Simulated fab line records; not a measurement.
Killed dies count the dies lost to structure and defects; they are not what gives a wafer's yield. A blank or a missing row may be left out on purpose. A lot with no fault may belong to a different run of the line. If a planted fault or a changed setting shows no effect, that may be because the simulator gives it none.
Matching of chambers + flow gf180mcu + GF_V2_CVD_02 on pecvd-03 has 3 sister chambers
The step deposits SiO2 from TEOS, target thk 850 nm, time 94.851 s. 3 wafers are shown with their chamber, then 11 later ones without.

== WAFERS, EACH WITH ITS CHAMBER ==
| wafer  | chamber | heater_power_w (W) |
|--------|---------|--------------------|
| L084.4 | 0       | 660                |
| L084.5 | 1       | 1022               |
| L086.3 | 2       | 585                |

== WAFERS WHOSE CHAMBER IS MISSING ==
| wafer  | heater_power_w (W) |
|--------|--------------------|
| L086.5 | 635                |
| L086.6 | 460                |
| L089.2 | 564                |
| L089.3 | 622                |
| L089.5 | 960                |
| L096.2 | 504                |
| L096.4 | 545                |
| L096.5 | 555                |
| L097.2 | 540                |
| L097.4 | 585                |
| L097.5 | 587                |

== WHICH CHAMBER EACH WENT THROUGH ==
| wafer  | from the rows above     | in truth |
|--------|-------------------------|----------|
| L086.5 | can't be placed: 0 or 2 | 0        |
| L086.6 | can't be placed: 2 or 0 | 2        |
| L089.2 | can't be placed: 2 or 0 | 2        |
| L089.3 | can't be placed: 2 or 0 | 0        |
| L089.5 | 1                       | 1        |
| L096.2 | can't be placed: 2 or 0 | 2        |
| L096.4 | can't be placed: 2 or 0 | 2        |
| L096.5 | can't be placed: 2 or 0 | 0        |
| L097.2 | can't be placed: 2 or 0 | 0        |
| L097.4 | can't be placed: 2 or 0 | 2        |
| L097.5 | can't be placed: 2 or 0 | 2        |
Correct placement for 1 of the 11. These rows do not allow placing 10 (true chamber among the candidates in 10). Placed wrongly: 0.
How it was worked out, from the rows above alone: a wafer's distance from a chamber is the root of the sum, over the readings, of the square of ((its reading less the chamber's mean) divided by the reading's scatter). The wafer belongs to the nearest chamber; if the next one is less than 2 further off, it can't be placed. Each chamber's mean is taken over the wafers shown for it. The scatter: with one shown wafer a chamber, the root of the mean of the squares of how far each hidden wafer lies from its nearest shown one.
